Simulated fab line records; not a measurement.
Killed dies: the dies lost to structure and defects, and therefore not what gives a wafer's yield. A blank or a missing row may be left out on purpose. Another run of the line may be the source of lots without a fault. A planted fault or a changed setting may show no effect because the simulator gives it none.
fab line records -- flow sky130 -- part 1 of 2: steps 1 to 24 of 35
record: lots: 5, wafers: 15, last_day: 50
route steps=708 shown PWDE@84 VT_ADJUST_HVTP@85 VT_ADJUST_LVTN@97
lots that met no fault: from a run of the same line without faults
start_h: hours from the record's opening day to when the first of the lot's shown wafers began -- wait_h: hours from the lot's prior step to this one -- " repeats the value in the row above -- L1.1+2: one row covering several wafers at once -- - no value present, or no start provided -- * or withheld: withheld -- < > ~ a bound
route shown NAME@n: names a module that has steps shown in the file, with the first one's number in the route -- usual: mean/standard deviation of fault-free wafers -- same: alike in all rows -- chamber/n: place in a boat -- sites: readings site by site -- _std_site: standard deviation of those values -- _edge_site: mean of outer sites minus mean of inner sites -- radius_mm: how far each site lies from the wafer's centre -- mask NAME#n: copy n -- behind: the most recent tool/chamber to have shaped the wafer -- hold: why the lot was held/for how many hours/how that ended -- device: the transistor (n, p or np) that didn't switch -- end of line: the tests these same wafers got at the end of their route -- a step without rows: its recipe alone -- killed: count of dies lost to structure and defects at first sort (not the wafer's yield) -- map: a wafer's dies, marking killed ones x, the rest . and places with no die _
set.NAME: the setting as run; set.NAME@STEP: as run at that earlier step -- model.NAME: the simulator's own value behind a step, which no gauge read
certain route steps with their lots: each step a table, each wafer a row
services: from which hour (start_h, from the record's first day; less than 0 if before it) a tool's chamber was out of use, for how many hours, and why
== steps ==
step: SKY_NWELL_RS_MEAS_31
recipe: thk_meas_gauge: four-point-probe
usual: PWDE_RS: 5273/19
lot.wafer,tool,chamber,start_h,wait_h,PWDE_RS[ohm/sq]
L074.1,film_metro-04,-,97.15,0.1,5278
L074.5,film_metro-04,-,97.15,0.1,5267
L074.6,film_metro-04,-,97.15,0.1,5270
L089.1,film_metro-03,-,198.71,0.1,5301
L089.3,film_metro-03,-,198.71,0.1,5281
L089.4,film_metro-03,-,198.71,0.1,5274
L091.3,film_metro-04,-,204.65,0.1,5249
L091.4,film_metro-04,-,204.65,0.1,5242
L091.6,film_metro-04,-,204.65,0.1,5257
L096.1,film_metro-01,-,240.95,0.1,5243
L096.2,film_metro-01,-,240.95,0.1,5266
L096.6,film_metro-01,-,240.95,0.1,5261
L097.1,film_metro-04,-,243.80,0.1,5280
L097.5,film_metro-04,-,243.80,0.1,5276
L097.6,film_metro-04,-,243.80,0.1,5266
step: SKY_VT_ADJUST_HVTP_DEHYDRATE_00
recipe: temp_c: 200, time_s: 60
usual: exhaust_pa: 44.9/0.89
lot.wafer,tool,chamber,start_h,wait_h,exhaust_pa
L074.1,litho_track-04,0,105.57,8.4,43.7
L074.5,litho_track-04,0,105.57,8.4,45.0
L074.6,litho_track-04,0,105.57,8.4,44.2
L089.1,litho_track-04,0,207.97,9.2,46.2
L089.3,litho_track-04,0,207.97,9.2,44.3
L089.4,litho_track-04,0,207.97,9.2,44.9
L091.3,litho_track-03,0,213.66,9.0,44.3
L091.4,litho_track-03,0,213.66,9.0,45.3
L091.6,litho_track-03,0,213.66,9.0,44.7
L096.1,litho_track-04,0,252.02,11.1,43.3
L096.2,litho_track-04,0,252.02,11.1,45.2
L096.6,litho_track-04,0,252.02,11.1,45.3
L097.1,litho_track-02,0,254.41,10.6,45.9
L097.5,litho_track-02,0,254.41,10.6,46.2
L097.6,litho_track-02,0,254.41,10.6,45.3
step: SKY_VT_ADJUST_HVTP_HMDS_01
recipe: prime_time_s: 60, prime_temp_c: 120
usual: exhaust_pa: 44.8/0.89, prime_temp_c: 120.02/0.13
lot.wafer,tool,chamber,start_h,wait_h,exhaust_pa,prime_temp_c
L074.1,litho_track-04,0,105.72,0.1,43.4,119.98
L074.5,litho_track-04,0,105.72,0.1,44.5,120.15
L074.6,litho_track-04,0,105.72,0.1,44.6,119.92
L089.1,litho_track-04,0,208.12,0.1,44.7,120.12
L089.3,litho_track-04,0,208.12,0.1,43.9,119.83
L089.4,litho_track-04,0,208.12,0.1,43.9,120.08
L091.3,litho_track-03,0,213.81,0.1,44.9,120.14
L091.4,litho_track-03,0,213.81,0.1,44.5,120.16
L091.6,litho_track-03,0,213.81,0.1,44.6,120.07
L096.1,litho_track-04,0,252.17,0.1,45.5,120.17
L096.2,litho_track-04,0,252.17,0.1,45.0,119.68
L096.6,litho_track-04,0,252.17,0.1,45.3,119.89
L097.1,litho_track-02,0,254.56,0.1,46.1,119.92
L097.5,litho_track-02,0,254.56,0.1,45.3,119.65
L097.6,litho_track-02,0,254.56,0.1,45.2,120.19
step: SKY_VT_ADJUST_HVTP_COAT_02
recipe: resist: NOVOLAK, spin_rpm: 3000, resist_thk_nm: 1140
usual: exhaust_pa: 45.0/0.89
lot.wafer,tool,chamber,start_h,wait_h,exhaust_pa
L074.1,litho_track-04,0,105.87,0.1,43.6
L074.5,litho_track-04,0,105.87,0.1,44.0
L074.6,litho_track-04,0,105.87,0.1,44.1
L089.1,litho_track-04,0,208.27,0.1,46.8
L089.3,litho_track-04,0,208.27,0.1,45.6
L089.4,litho_track-04,0,208.27,0.1,45.1
L091.3,litho_track-03,0,213.96,0.1,44.5
L091.4,litho_track-03,0,213.96,0.1,44.2
L091.6,litho_track-03,0,213.96,0.1,43.5
L096.1,litho_track-04,0,252.32,0.1,46.5
L096.2,litho_track-04,0,252.32,0.1,44.7
L096.6,litho_track-04,0,252.32,0.1,45.6
L097.1,litho_track-02,0,254.71,0.1,46.2
L097.5,litho_track-02,0,254.71,0.1,44.6
L097.6,litho_track-02,0,254.71,0.1,46.1
step: SKY_VT_ADJUST_HVTP_SOFTBAKE_03
recipe: temp_c: 90, time_s: 60, resist: NOVOLAK
usual: exhaust_pa: 44.8/0.88
lot.wafer,tool,chamber,start_h,wait_h,exhaust_pa
L074.1,litho_track-04,0,106.02,0.1,45.7
L074.5,litho_track-04,0,106.02,0.1,44.8
L074.6,litho_track-04,0,106.02,0.1,44.2
L089.1,litho_track-04,0,208.42,0.1,43.5
L089.3,litho_track-04,0,208.42,0.1,45.5
L089.4,litho_track-04,0,208.42,0.1,44.3
L091.3,litho_track-03,0,214.11,0.1,45.3
L091.4,litho_track-03,0,214.11,0.1,44.4
L091.6,litho_track-03,0,214.11,0.1,44.5
L096.1,litho_track-04,0,252.47,0.1,45.3
L096.2,litho_track-04,0,252.47,0.1,45.1
L096.6,litho_track-04,0,252.47,0.1,45.4
L097.1,litho_track-02,0,254.86,0.1,44.0
L097.5,litho_track-02,0,254.86,0.1,43.9
L097.6,litho_track-02,0,254.86,0.1,45.6
step: SKY_VT_ADJUST_HVTP_EXPOSE_04
recipe: mask_id: HVTPM, na: 0.6, source_shape: conventional, sigma_outer: 0.6, polarization: unpolarized, target_cd_nm: 380, dose_mj: 140
usual: stage_vel_mm_s: 500.01/0.24
lot.wafer,tool,chamber,start_h,wait_h,mask,stage_vel_mm_s
L074.1,iline_stepper-01,0,-,-,HVTPM#0,500.04
L074.5,iline_stepper-01,0,-,-,HVTPM#0,500.08
L074.6,iline_stepper-01,0,-,-,HVTPM#0,500.06
L089.1,iline_stepper-02,0,-,-,HVTPM#0,499.90
L089.3,iline_stepper-02,0,-,-,HVTPM#0,500.04
L089.4,iline_stepper-02,0,-,-,HVTPM#0,499.89
L091.3,iline_stepper-02,0,-,-,HVTPM#0,499.94
L091.4,iline_stepper-02,0,-,-,HVTPM#0,499.79
L091.6,iline_stepper-02,0,-,-,HVTPM#0,499.76
L096.1,iline_stepper-02,0,-,-,HVTPM#0,499.95
L096.2,iline_stepper-02,0,-,-,HVTPM#0,500.37
L096.6,iline_stepper-02,0,-,-,HVTPM#0,500.47
L097.1,iline_stepper-01,0,-,-,HVTPM#0,499.87
L097.5,iline_stepper-01,0,-,-,HVTPM#0,500.04
L097.6,iline_stepper-01,0,-,-,HVTPM#0,500.05
step: SKY_VT_ADJUST_HVTP_PEB_05
recipe: temp_c: withheld, time_s: *, resist: NOVOLAK
usual: exhaust_pa: 45.1/0.96
lot.wafer,tool,chamber,start_h,wait_h,exhaust_pa
L074.1,litho_track-04,0,-,-,45.3
L074.5,litho_track-04,0,-,-,46.9
L074.6,litho_track-04,0,-,-,44.7
L089.1,litho_track-03,0,-,-,41.6
L089.3,litho_track-03,0,-,-,43.6
L089.4,litho_track-03,0,-,-,44.2
L091.3,litho_track-03,0,-,-,43.7
L091.4,litho_track-03,0,-,-,45.9
L091.6,litho_track-03,0,-,-,46.0
L096.1,litho_track-02,0,-,-,45.4
L096.2,litho_track-02,0,-,-,45.9
L096.6,litho_track-02,0,-,-,45.1
L097.1,litho_track-03,0,-,-,43.9
L097.5,litho_track-03,0,-,-,44.3
L097.6,litho_track-03,0,-,-,45.0
step: SKY_VT_ADJUST_HVTP_DEVELOP_06
recipe: resist: NOVOLAK, developer: TMAH, develop_time_s: 57.7, dev_temp_c: 23
usual: exhaust_pa: 44.9/0.88
lot.wafer,tool,chamber,start_h,wait_h,exhaust_pa
L074.1,litho_track-04,0,114.37,0.1,45.3
L074.5,litho_track-04,0,114.37,0.1,45.7
L074.6,litho_track-04,0,114.37,0.1,45.3
L089.1,litho_track-03,0,219.81,0.1,45.8
L089.3,litho_track-03,0,219.81,0.1,44.5
L089.4,litho_track-03,0,219.81,0.1,44.3
L091.3,litho_track-03,0,225.21,0.1,43.9
L091.4,litho_track-03,0,225.21,0.1,43.5
L091.6,litho_track-03,0,225.21,0.1,43.4
L096.1,litho_track-02,0,264.41,0.1,44.5
L096.2,litho_track-02,0,264.41,0.1,44.4
L096.6,litho_track-02,0,264.41,0.1,44.3
L097.1,litho_track-03,0,266.91,0.1,45.4
L097.5,litho_track-03,0,266.91,0.1,43.4
L097.6,litho_track-03,0,266.91,0.1,46.2
step: SKY_VT_ADJUST_HVTP_CD_MEAS_07
recipe: target_cd_nm: 380
usual: cd_nm: 380.1/2.5
lot.wafer,tool,chamber,start_h,wait_h,cd_nm
L074.1,cd_sem-02,-,114.52,0.1,381.4
L074.5,cd_sem-02,-,114.52,0.1,380.0
L074.6,cd_sem-02,-,114.52,0.1,381.2
L089.1,cd_sem-02,-,219.96,0.1,380.8
L089.3,cd_sem-02,-,219.96,0.1,377.4
L089.4,cd_sem-02,-,219.96,0.1,378.6
L091.3,cd_sem-01,-,225.35,0.1,378.8
L091.4,cd_sem-01,-,225.35,0.1,381.6
L091.6,cd_sem-01,-,225.35,0.1,382.2
L096.1,cd_sem-02,-,264.56,0.1,380.9
L096.2,cd_sem-02,-,264.56,0.1,376.3
L096.6,cd_sem-02,-,264.56,0.1,381.1
L097.1,cd_sem-02,-,267.06,0.1,380.5
L097.5,cd_sem-02,-,267.06,0.1,380.8
L097.6,cd_sem-02,-,267.06,0.1,377.1
step: SKY_VT_ADJUST_HVTP_OVL_MEAS_08
usual: VT_ADJUST_HVTP_OVL: 0.5/1.5
lot.wafer,tool,chamber,start_h,wait_h,VT_ADJUST_HVTP_OVL[nm]
L074.1,overlay-02,-,114.64,0.1,0.6
L074.5,overlay-02,-,114.64,0.1,-0.9
L074.6,overlay-02,-,114.64,0.1,1.9
L089.1,overlay-01,-,220.08,0.1,2.2
L089.3,overlay-01,-,220.08,0.1,2.2
L089.4,overlay-01,-,220.08,0.1,4.2
L091.3,overlay-02,-,225.45,0.1,-0.6
L091.4,overlay-02,-,225.45,0.1,0.6
L091.6,overlay-02,-,225.45,0.1,1.2
L096.1,overlay-01,-,264.68,0.1,2.7
L096.2,overlay-01,-,264.68,0.1,2.6
L096.6,overlay-01,-,264.68,0.1,2.6
L097.1,overlay-02,-,267.18,0.1,0.9
L097.5,overlay-02,-,267.18,0.1,1.0
L097.6,overlay-02,-,267.18,0.1,-0.6
step: SKY_VT_ADJUST_HVTP_IMPLANT_09
recipe: species: As, energy_kev: 150, dose_cm2: 4.3e+12, tilt_deg: withheld
lot.wafer,tool,chamber,start_h,wait_h
L074.1+5+6,implanter-03,0,114.68,0.0
L089.1+3+4,implanter-04,0,220.12,0.0
L091.3+4+6,implanter-03,0,225.52,0.1
L096.1+2+6,implanter-03,0,264.72,0.0
L097.1+5+6,implanter-02,0,267.22,0.0
step: SKY_VT_ADJUST_HVTP_STRIP_10
recipe: chemistry: O2/N2, power_w: 1400, pressure_mtorr: 1500, platen_temp_c: withheld, o2_flow_sccm: 3000, n2_flow_sccm: 300, overash_fraction: 0.5
usual: drypump_motor_current_A: 6.0/0.36, oes_product_au: 0.716/0.0046, strip_time_to_endpoint_s: 14.16/0.039
same: overash_fraction: 0.5
lot.wafer,tool,chamber,start_h,wait_h,drypump_motor_current_A,oes_product_au,rf_hours_counter_h,strip_time_to_endpoint_s
L074.1,plasma_asher-04,1,114.83,0.1,6.4,0.716,32,14.21
L074.5,plasma_asher-04,1,114.83,0.1,6.4,0.714,-,14.20
L074.6,plasma_asher-04,0,114.83,0.1,5.7,0.720,-,14.26
L089.1,plasma_asher-02,0,220.27,0.1,5.9,0.715,51,14.23
L089.3,plasma_asher-02,0,220.27,0.1,5.9,0.712,-,14.22
L089.4,plasma_asher-02,1,220.27,0.1,5.1,0.719,-,14.18
L091.3,plasma_asher-03,0,225.65,0.1,6.2,0.714,-,14.05
L091.4,plasma_asher-03,1,225.65,0.1,6.2,0.718,-,14.15
L091.6,plasma_asher-03,1,225.65,0.1,6.2,0.714,-,14.11
L096.1,plasma_asher-03,1,264.87,0.1,6.2,0.706,57,14.13
L096.2,plasma_asher-03,0,264.87,0.1,6.2,0.715,57,14.14
L096.6,plasma_asher-03,0,264.87,0.1,6.2,0.723,-,14.09
L097.1,plasma_asher-04,1,267.37,0.1,6.4,0.721,47,14.17
L097.5,plasma_asher-04,1,267.37,0.1,6.4,0.714,-,14.17
L097.6,plasma_asher-04,0,267.37,0.1,5.8,0.717,-,14.17
step: SKY_VT_ADJUST_HVTP_TW_MEAS_11
usual: VT_ADJUST_HVTP_TW: 1356/7
lot.wafer,tool,chamber,start_h,wait_h,VT_ADJUST_HVTP_TW
L074.1,film_metro-03,-,114.93,0.1,1363
L074.5,film_metro-03,-,114.93,0.1,1364
L074.6,film_metro-03,-,114.93,0.1,1362
L089.1,film_metro-04,-,220.37,0.1,1357
L089.3,film_metro-04,-,220.37,0.1,1362
L089.4,film_metro-04,-,220.37,0.1,1359
L091.3,film_metro-02,-,225.74,0.1,1337
L091.4,film_metro-02,-,225.74,0.1,1347
L091.6,film_metro-02,-,225.74,0.1,1355
L096.1,film_metro-04,-,264.97,0.1,1355
L096.2,film_metro-04,-,264.97,0.1,1359
L096.6,film_metro-04,-,264.97,0.1,1349
L097.1,film_metro-02,-,267.47,0.1,1346
L097.5,film_metro-02,-,267.47,0.1,1348
L097.6,film_metro-02,-,267.47,0.1,1339
step: SKY_VT_ADJUST_LVTN_DEHYDRATE_00
recipe: temp_c: 200, time_s: 60
usual: exhaust_pa: 44.9/0.75
lot.wafer,tool,chamber,start_h,wait_h,exhaust_pa
L074.1,litho_track-04,0,123.52,8.6,44.3
L074.5,litho_track-04,0,123.52,8.6,44.7
L074.6,litho_track-04,0,123.52,8.6,44.3
L089.1,litho_track-01,0,230.07,9.7,43.9
L089.3,litho_track-01,0,230.07,9.7,44.7
L089.4,litho_track-01,0,230.07,9.7,44.7
L091.3,litho_track-04,0,235.97,10.2,45.6
L091.4,litho_track-04,0,235.97,10.2,45.6
L091.6,litho_track-04,0,235.97,10.2,45.5
L096.1,litho_track-03,0,275.96,11.0,45.5
L096.2,litho_track-03,0,275.96,11.0,44.4
L096.6,litho_track-03,0,275.96,11.0,45.9
L097.1,litho_track-03,0,278.56,11.1,43.7
L097.5,litho_track-03,0,278.56,11.1,43.8
L097.6,litho_track-03,0,278.56,11.1,43.5
step: SKY_VT_ADJUST_LVTN_HMDS_01
recipe: prime_time_s: 60, prime_temp_c: 120
usual: exhaust_pa: 45.1/0.84, prime_temp_c: 120.01/0.14
lot.wafer,tool,chamber,start_h,wait_h,exhaust_pa,prime_temp_c
L074.1,litho_track-04,0,123.67,0.1,44.8,120.12
L074.5,litho_track-04,0,123.67,0.1,44.6,120.12
L074.6,litho_track-04,0,123.67,0.1,43.9,120.04
L089.1,litho_track-01,0,230.22,0.1,45.5,119.79
L089.3,litho_track-01,0,230.22,0.1,44.7,119.95
L089.4,litho_track-01,0,230.22,0.1,46.0,120.01
L091.3,litho_track-04,0,236.12,0.1,44.5,120.01
L091.4,litho_track-04,0,236.12,0.1,44.8,120.10
L091.6,litho_track-04,0,236.12,0.1,45.3,120.10
L096.1,litho_track-03,0,276.11,0.1,44.8,120.23
L096.2,litho_track-03,0,276.11,0.1,45.4,119.88
L096.6,litho_track-03,0,276.11,0.1,44.8,120.00
L097.1,litho_track-03,0,278.71,0.1,44.3,119.80
L097.5,litho_track-03,0,278.71,0.1,45.6,119.98
L097.6,litho_track-03,0,278.71,0.1,43.5,119.78
step: SKY_VT_ADJUST_LVTN_COAT_02
recipe: spin_rpm: 2000, resist_thk_nm: 3000
usual: exhaust_pa: 45.2/0.98
lot.wafer,tool,chamber,start_h,wait_h,exhaust_pa
L074.1,litho_track-04,0,123.82,0.1,43.3
L074.5,litho_track-04,0,123.82,0.1,44.6
L074.6,litho_track-04,0,123.82,0.1,43.4
L089.1,litho_track-01,0,230.37,0.1,44.3
L089.3,litho_track-01,0,230.37,0.1,45.6
L089.4,litho_track-01,0,230.37,0.1,44.4
L091.3,litho_track-04,0,236.27,0.1,46.3
L091.4,litho_track-04,0,236.27,0.1,44.5
L091.6,litho_track-04,0,236.27,0.1,48.1
L096.1,litho_track-03,0,276.26,0.1,45.2
L096.2,litho_track-03,0,276.26,0.1,46.5
L096.6,litho_track-03,0,276.26,0.1,45.7
L097.1,litho_track-03,0,278.86,0.1,46.9
L097.5,litho_track-03,0,278.86,0.1,45.6
L097.6,litho_track-03,0,278.86,0.1,47.5
step: SKY_VT_ADJUST_LVTN_SOFTBAKE_03
recipe: temp_c: 110, time_s: withheld
usual: exhaust_pa: 44.9/0.88
lot.wafer,tool,chamber,start_h,wait_h,exhaust_pa
L074.1,litho_track-04,0,123.97,0.1,43.6
L074.5,litho_track-04,0,123.97,0.1,45.2
L074.6,litho_track-04,0,123.97,0.1,44.8
L089.1,litho_track-01,0,230.52,0.1,44.0
L089.3,litho_track-01,0,230.52,0.1,43.7
L089.4,litho_track-01,0,230.52,0.1,42.4
L091.3,litho_track-04,0,236.44,0.1,46.0
L091.4,litho_track-04,0,236.44,0.1,44.3
L091.6,litho_track-04,0,236.44,0.1,44.9
L096.1,litho_track-03,0,276.41,0.1,45.4
L096.2,litho_track-03,0,276.41,0.1,46.4
L096.6,litho_track-03,0,276.41,0.1,44.8
L097.1,litho_track-03,0,279.01,0.1,45.2
L097.5,litho_track-03,0,279.01,0.1,44.5
L097.6,litho_track-03,0,279.01,0.1,44.1
step: SKY_VT_ADJUST_LVTN_EXPOSE_04
recipe: mask_id: NWM_COMPLEMENT_LESS_NATIVE, na: 0.6, source_shape: conventional, sigma_outer: 0.6, polarization: unpolarized, target_cd_nm: 840, dose_mj: 194
usual: stage_vel_mm_s: 500.04/0.23
lot.wafer,tool,chamber,start_h,wait_h,mask,stage_vel_mm_s
L074.1,iline_stepper-01,0,-,-,NWM_COMPLEMENT_LESS_NATIVE#0,499.74
L074.5,iline_stepper-01,0,-,-,NWM_COMPLEMENT_LESS_NATIVE#0,499.91
L074.6,iline_stepper-01,0,-,-,NWM_COMPLEMENT_LESS_NATIVE#0,499.80
L089.1,iline_stepper-01,0,-,-,NWM_COMPLEMENT_LESS_NATIVE#0,499.80
L089.3,iline_stepper-01,0,-,-,NWM_COMPLEMENT_LESS_NATIVE#0,499.63
L089.4,iline_stepper-01,0,-,-,NWM_COMPLEMENT_LESS_NATIVE#0,500.00
L091.3,iline_stepper-02,0,-,-,NWM_COMPLEMENT_LESS_NATIVE#0,499.86
L091.4,iline_stepper-02,0,-,-,NWM_COMPLEMENT_LESS_NATIVE#0,499.75
L091.6,iline_stepper-02,0,-,-,NWM_COMPLEMENT_LESS_NATIVE#0,500.03
L096.1,iline_stepper-01,0,-,-,NWM_COMPLEMENT_LESS_NATIVE#0,500.16
L096.2,iline_stepper-01,0,-,-,NWM_COMPLEMENT_LESS_NATIVE#0,500.08
L096.6,iline_stepper-01,0,-,-,NWM_COMPLEMENT_LESS_NATIVE#0,499.59
L097.1,iline_stepper-01,0,-,-,NWM_COMPLEMENT_LESS_NATIVE#0,500.52
L097.5,iline_stepper-01,0,-,-,NWM_COMPLEMENT_LESS_NATIVE#0,500.21
L097.6,iline_stepper-01,0,-,-,NWM_COMPLEMENT_LESS_NATIVE#0,500.10
step: SKY_VT_ADJUST_LVTN_PEB_05
recipe: temp_c: 115, time_s: withheld
usual: exhaust_pa: 45.2/0.82
lot.wafer,tool,chamber,start_h,wait_h,exhaust_pa
L074.1,litho_track-03,0,-,-,44.6
L074.5,litho_track-03,0,-,-,44.9
L074.6,litho_track-03,0,-,-,44.5
L089.1,litho_track-01,0,-,-,45.3
L089.3,litho_track-01,0,-,-,46.5
L089.4,litho_track-01,0,-,-,45.1
L091.3,litho_track-04,0,-,-,45.6
L091.4,litho_track-04,0,-,-,45.1
L091.6,litho_track-04,0,-,-,45.0
L096.1,litho_track-01,0,-,-,45.4
L096.2,litho_track-01,0,-,-,45.2
L096.6,litho_track-01,0,-,-,46.3
L097.1,litho_track-04,0,-,-,44.2
L097.5,litho_track-04,0,-,-,45.7
L097.6,litho_track-04,0,-,-,46.2
step: SKY_VT_ADJUST_LVTN_DEVELOP_06
recipe: wall_angle_deg: 90, developer: TMAH, develop_time_s: 60, dev_temp_c: 23
usual: exhaust_pa: 45.0/0.99
lot.wafer,tool,chamber,start_h,wait_h,exhaust_pa
L074.1,litho_track-03,0,-,-,44.2
L074.5,litho_track-03,0,-,-,44.8
L074.6,litho_track-03,0,-,-,44.3
L089.1,litho_track-01,0,-,-,45.7
L089.3,litho_track-01,0,-,-,43.8
L089.4,litho_track-01,0,-,-,44.4
L091.3,litho_track-04,0,-,-,45.0
L091.4,litho_track-04,0,-,-,45.6
L091.6,litho_track-04,0,-,-,45.4
L096.1,litho_track-01,0,-,-,46.9
L096.2,litho_track-01,0,-,-,45.9
L096.6,litho_track-01,0,-,-,44.5
L097.1,litho_track-04,0,-,-,46.8
L097.5,litho_track-04,0,-,-,47.0
L097.6,litho_track-04,0,-,-,46.5
step: SKY_VT_ADJUST_LVTN_OVL_MEAS_07
usual: VT_ADJUST_LVTN_OVL: 0.7/1.9
lot.wafer,tool,chamber,start_h,wait_h,VT_ADJUST_LVTN_OVL[nm]
L074.1,overlay-02,-,134.01,-,-2.9
L074.5,overlay-02,-,134.01,-,-0.6
L074.6,overlay-02,-,134.01,-,1.5
L089.1,overlay-02,-,242.42,-,-0.4
L089.3,overlay-02,-,242.42,-,-1.0
L089.4,overlay-02,-,242.42,-,-1.6
L091.3,overlay-01,-,247.43,-,-1.3
L091.4,overlay-01,-,247.43,-,-0.5
L091.6,overlay-01,-,247.43,-,-0.4
L096.1,overlay-01,-,289.92,-,-0.6
L096.2,overlay-01,-,289.92,-,0.8
L096.6,overlay-01,-,289.92,-,1.1
L097.1,overlay-01,-,292.02,-,-0.1
L097.5,overlay-01,-,292.02,-,-0.3
L097.6,overlay-01,-,292.02,-,0.4
step: SKY_VT_ADJUST_LVTN_IMPLANT_08
recipe: species: B, energy_kev: 30, dose_cm2: 1.57e+12, tilt_deg: withheld
lot.wafer,tool,chamber,start_h,wait_h
L074.1+5+6,implanter-04,0,134.05,0.0
L089.1+3+4,implanter-01,0,242.45,0.0
L091.3+4+6,implanter-04,0,247.51,0.1
L096.1+2+6,implanter-04,0,289.95,0.0
L097.1+5+6,implanter-04,0,292.06,0.0
step: SKY_VT_ADJUST_LVTN_STRIP_09
recipe: chemistry: O2/N2, power_w: 1400, pressure_mtorr: 1500, platen_temp_c: withheld, o2_flow_sccm: 3000, n2_flow_sccm: 300, overash_fraction: 0.5
usual: drypump_motor_current_A: 5.7/0.48, oes_product_au: 0.723/0.0048, strip_time_to_endpoint_s: 36.92/0.1
same: overash_fraction: 0.5
lot.wafer,tool,chamber,start_h,wait_h,drypump_motor_current_A,oes_product_au,rf_hours_counter_h,strip_time_to_endpoint_s
L074.1,plasma_asher-03,1,134.20,0.1,6.2,0.729,44,36.78
L074.5,plasma_asher-03,0,134.20,0.1,6.2,0.720,-,36.74
L074.6,plasma_asher-03,1,134.20,0.1,6.2,0.725,-,36.75
L089.1,plasma_asher-02,0,242.60,0.1,5.9,0.718,54,36.97
L089.3,plasma_asher-02,0,242.60,0.1,5.9,0.728,-,36.97
L089.4,plasma_asher-02,1,242.60,0.1,5.2,0.722,-,36.98
L091.3,plasma_asher-03,0,247.64,0.1,6.2,0.729,-,37.05
L091.4,plasma_asher-03,1,247.64,0.1,6.2,0.722,-,37.09
L091.6,plasma_asher-03,1,247.64,0.1,6.2,0.720,-,37.12
L096.1,plasma_asher-03,1,290.10,0.1,6.2,0.718,60,36.96
L096.2,plasma_asher-03,0,290.10,0.1,6.2,0.722,60,36.90
L096.6,plasma_asher-03,1,290.10,0.1,6.2,0.720,-,36.92
L097.1,plasma_asher-01,1,292.21,0.1,4.9,0.717,16,36.97
L097.5,plasma_asher-01,1,292.21,0.1,4.9,0.712,-,36.92
L097.6,plasma_asher-01,0,292.21,0.1,5.8,0.732,-,36.93
step: SKY_VT_ADJUST_LVTN_TW_MEAS_10
usual: VT_ADJUST_LVTN_TW: 241.7/1.4
lot.wafer,tool,chamber,start_h,wait_h,VT_ADJUST_LVTN_TW
L074.1,film_metro-04,-,134.30,0.1,241.2
L074.5,film_metro-04,-,134.30,0.1,241.2
L074.6,film_metro-04,-,134.30,0.1,242.3
L089.1,film_metro-02,-,242.70,0.1,239.9
L089.3,film_metro-02,-,242.70,0.1,240.4
L089.4,film_metro-02,-,242.70,0.1,242.3
L091.3,film_metro-02,-,247.73,0.1,241.5
L091.4,film_metro-02,-,247.73,0.1,241.3
L091.6,film_metro-02,-,247.73,0.1,242.9
L096.1,film_metro-04,-,290.20,0.1,242.3
L096.2,film_metro-04,-,290.20,0.1,242.3
L096.6,film_metro-04,-,290.20,0.1,240.5
L097.1,film_metro-01,-,292.31,0.1,240.5
L097.5,film_metro-01,-,292.31,0.1,240.9
L097.6,film_metro-01,-,292.31,0.1,240.8
